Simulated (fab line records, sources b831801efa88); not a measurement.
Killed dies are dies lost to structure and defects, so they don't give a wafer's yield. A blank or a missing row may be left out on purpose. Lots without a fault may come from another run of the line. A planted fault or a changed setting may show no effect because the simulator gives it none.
Tool commonality check | flow sky130 | 15 lots, 45 wafers sampled

WHY IT WAS OPENED
At SKY_VT_ADJUST_NCORE_TW_MEAS_11 the reading VT_ADJUST_NCORE_TW is flagged on 3 of 15 lots. Wafers without a fault read 219.6, standard deviation 1.3.
Rule: a lot is flagged when every wafer of it that has a number lies more than 4 standard deviations from that mean, or none has a number. The other lots count as sound.

lot  | measured     | on            | VT_ADJUST_NCORE_TW, wafer by wafer | flag
L562 | day 8 21:42  | film_metro-04 | 219.8 220.1 218.8                  |
L564 | day 9 12:32  | film_metro-01 | 220.8 221.3 220.4                  |
L565 | day 9 13:14  | film_metro-04 | 219.3 219.7 220.2                  |
L566 | day 10 07:30 | film_metro-02 | 218.0 217.0 217.1                  |
L568 | day 10 16:24 | film_metro-04 | 219.2 219.1 221.6                  |
L569 | day 10 16:42 | film_metro-02 | 217.7 217.0 216.6                  |
L570 | day 11 00:16 | film_metro-04 | 221.7 219.4 221.0                  |
L571 | day 11 06:06 | film_metro-04 | 220.1 220.5 221.4                  |
L572 | day 11 18:48 | film_metro-02 | 217.2 217.8 218.5                  |
L573 | day 11 20:38 | film_metro-01 | 219.7 220.1 219.9                  |
L580 | day 13 17:43 | film_metro-04 | 233.5 234.0 234.4                  | FLAGGED
L581 | day 14 05:43 | film_metro-02 | 233.5 233.3 234.3                  | FLAGGED
L582 | day 14 12:22 | film_metro-02 | 233.7 232.9 231.7                  | FLAGGED
L583 | day 14 18:12 | film_metro-02 | 219.2 219.5 220.1                  |
L584 | day 14 21:40 | film_metro-04 | 220.0 220.4 219.6                  |
The numbers of the flagged lots are 233.5 on average: +13.9 against the usual, or +11 standard deviations.

WHICH TOOL RAN EACH LOT
The record holds 1 process step before the reading, out of a route of 708 steps. In each cell: the tool, then ch and the chambers that the sampled wafers went through, then the start.
lot  | flag    | SKY_VT_ADJUST_NCORE_IMPLANT_09
L562 |         | implanter-03 ch 0, day 8 21:28
L564 |         | implanter-03 ch 0, day 9 12:17
L565 |         | implanter-04 ch 0, day 9 12:59
L566 |         | implanter-03 ch 0, day 10 07:17
L568 |         | implanter-01 ch 0, day 10 16:10
L569 |         | implanter-03 ch 0, day 10 16:28
L570 |         | implanter-03 ch 0, day 11 00:01
L571 |         | implanter-03 ch 0, day 11 05:53
L572 |         | implanter-04 ch 0, day 11 18:34
L573 |         | implanter-01 ch 0, day 11 20:23
L580 | FLAGGED | implanter-03 ch 0, day 13 17:29
L581 | FLAGGED | implanter-03 ch 0, day 14 05:31
L582 | FLAGGED | implanter-03 ch 0, day 14 12:08
L583 |         | implanter-01 ch 0, day 14 17:58
L584 |         | implanter-01 ch 0, day 14 21:25
What these steps do:
- SKY_VT_ADJUST_NCORE_IMPLANT_09
- SKY_VT_ADJUST_NCORE_TW_MEAS_11

FLAGGED OVER TOTAL, TOOL BY TOOL (the gauges that took the reading come last)
step                           | tool          | lots run | flagged | share of the flagged lots | sound lots run after its first flagged lot
SKY_VT_ADJUST_NCORE_IMPLANT_09 | implanter-01  | 4        | 0       | none                      | -
SKY_VT_ADJUST_NCORE_IMPLANT_09 | implanter-03  | 9        | 3       | all                       | 0
SKY_VT_ADJUST_NCORE_IMPLANT_09 | implanter-04  | 2        | 0       | none                      | -
SKY_VT_ADJUST_NCORE_TW_MEAS_11 | film_metro-01 | 2        | 0       | none                      | -
SKY_VT_ADJUST_NCORE_TW_MEAS_11 | film_metro-02 | 6        | 2       | some                      | 1 (L583)
SKY_VT_ADJUST_NCORE_TW_MEAS_11 | film_metro-04 | 7        | 1       | some                      | 1 (L584)

WHAT THE TABLE ALLOWS
1 row of the table ran every flagged lot: implanter-03 at SKY_VT_ADJUST_NCORE_IMPLANT_09.
- implanter-03 at SKY_VT_ADJUST_NCORE_IMPLANT_09: 3 of its 9 lots flagged. Its last sound lot is L571 (day 11 05:53), its first flagged lot L580 (day 13 17:29): a fault that began between those two fits. Its own readings lie more than 4 standard deviations out on every wafer of the flagged lots: beam_on_s, end_station_pressure_torr, faraday_current_uA.
One tool is left: implanter-03 at SKY_VT_ADJUST_NCORE_IMPLANT_09.

WHAT THE SIMULATOR HAD PUT IN
Process parameter drift: implanter-03, from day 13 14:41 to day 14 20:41, at SKY_VT_ADJUST_NCORE_IMPLANT_09. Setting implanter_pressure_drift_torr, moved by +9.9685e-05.
Process parameter drift: implanter-03, from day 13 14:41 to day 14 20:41, at SKY_VT_ADJUST_NCORE_IMPLANT_09. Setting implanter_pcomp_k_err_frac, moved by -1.
Lots struck among those shown: L580, L581, L582. The rule above found the same.
